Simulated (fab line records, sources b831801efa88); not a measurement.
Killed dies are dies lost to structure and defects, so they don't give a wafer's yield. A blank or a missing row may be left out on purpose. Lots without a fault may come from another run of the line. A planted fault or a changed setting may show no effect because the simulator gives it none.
Chamber matching | flow sky130 | SKY_CONTACT_ETCH_17 on rie_diel-01: 4 sister chambers
The step etches SiO2 in C4F8/O2/Ar, stops on Si3N4, target depth 340 nm. 8 wafers are shown with their chamber, then 8 later ones without.

WAFERS WITH THEIR CHAMBER
wafer  | chamber | oes_product_au (a.u.)
L075.5 | 2       | 0.900
L079.6 | 0       | 0.886
L083.1 | 0       | 0.895
L083.3 | 3       | 0.891
L084.3 | 3       | 0.897
L084.5 | 1       | 0.888
L084.6 | 2       | 0.891
L089.4 | 1       | 0.896

WAFERS WITHOUT THEIR CHAMBER
wafer  | oes_product_au (a.u.)
L089.5 | 0.894
L089.6 | 0.894
L093.1 | 0.889
L093.4 | 0.888
L093.6 | 0.889
L092.1 | 0.890
L092.4 | 0.890
L092.5 | 0.883

WHICH CHAMBER EACH WENT THROUGH
wafer  | from the rows above               | in truth
L089.5 | can't be placed: 3 or 2 or 1 or 0 | 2
L089.6 | can't be placed: 3 or 2 or 1 or 0 | 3
L093.1 | can't be placed: 0 or 1 or 3 or 2 | 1
L093.4 | can't be placed: 0 or 1 or 3 or 2 | 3
L093.6 | can't be placed: 0 or 1 or 3 or 2 | 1
L092.1 | can't be placed: 0 or 1 or 3 or 2 | 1
L092.4 | can't be placed: 0 or 1 or 3 or 2 | 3
L092.5 | can't be placed: 0 or 1 or 3 or 2 | 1
Placed correctly: 0 of 8. Can't be placed from these rows: 8 (the true chamber is among the candidates in 8). Placed wrongly: 0.
How it was worked out, from the rows above alone: a wafer's distance from a chamber is the root of the sum, over the readings, of the square of ((its reading less the chamber's mean) divided by the reading's scatter). The wafer belongs to the nearest chamber; if the next one is less than 2 further off, it can't be placed. A chamber's mean is the mean of its shown wafers. The scatter: the root of (the sum of the squares of (reading less its chamber's mean) over the shown wafers, divided by (wafers less chambers)).
